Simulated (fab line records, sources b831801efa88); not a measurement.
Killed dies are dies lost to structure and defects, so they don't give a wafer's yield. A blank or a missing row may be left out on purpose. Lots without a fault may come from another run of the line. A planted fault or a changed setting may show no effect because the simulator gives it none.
Which tool did it? | flow gf180mcu | 14 lots, 42 wafers sampled, at 1 step of a route of 602

WHAT THE GAUGES READ, wafer by wafer
GF_V1_THK_MEAS_25: measures by xrf.
lot  | measured     | on            | V1_W_THK (nm)
L900 | day 18 00:55 | film_metro-01 | 347 344 342
L903 | day 19 10:07 | film_metro-01 | 345 347 347
L904 | day 19 19:47 | film_metro-04 | 357 360 354
L905 | day 20 10:32 | film_metro-04 | 359 348 356
L907 | day 20 19:08 | film_metro-01 | 345 344 348
L908 | day 21 10:10 | film_metro-01 | 345 343 337
L909 | day 21 21:46 | film_metro-01 | 348 345 349
L910 | day 22 01:07 | film_metro-01 | 355 352 347
L912 | day 22 18:00 | film_metro-04 | 343 353 354
L913 | day 23 03:11 | film_metro-04 | 353 357 354
L915 | day 23 22:20 | film_metro-02 | 346 342 344
L920 | day 25 04:20 | film_metro-04 | 348 350 347
L921 | day 25 15:05 | film_metro-01 | 353 354 357
L923 | day 26 04:56 | film_metro-01 | 337 340 340

WHICH TOOL RAN EACH LOT (tool, then ch and the chambers of the sampled wafers, then the start)
The record holds no process step before these readings.

WHAT THE TOOLS THEMSELVES READ (means of the sampled wafers that have a number; where no wafer has one, the mark that the record gives instead)
The record holds no such reading with a usual standard deviation.

THE ANSWER, worked out from the rows above alone
Rule: what is usual is taken from the lots themselves. Put in order of their means at a reading, lots are off if they are a third of the lots or fewer, leave a main group of 4 or more, and stand apart from it by a gap of 3 or more times the standard deviation of the main group's means; of several such gaps the widest counts. A main group whose means are all the same, to the digits that the tables above print for the reading, isn't used. A lot without any number at a reading at which 4 lots or more have one is off too. The other lots that the step has rows for count as sound. The gauges are gone through in route order, then the tools' own readings, and for those a lot's mean is taken as printed above. The first step at which some lot is off is used, and at that step the reading that is off furthest; a lot without a number counts as furthest.
No lot is off at any reading shown: from this, nothing can be told.

WHAT THE SIMULATOR HAD PUT IN
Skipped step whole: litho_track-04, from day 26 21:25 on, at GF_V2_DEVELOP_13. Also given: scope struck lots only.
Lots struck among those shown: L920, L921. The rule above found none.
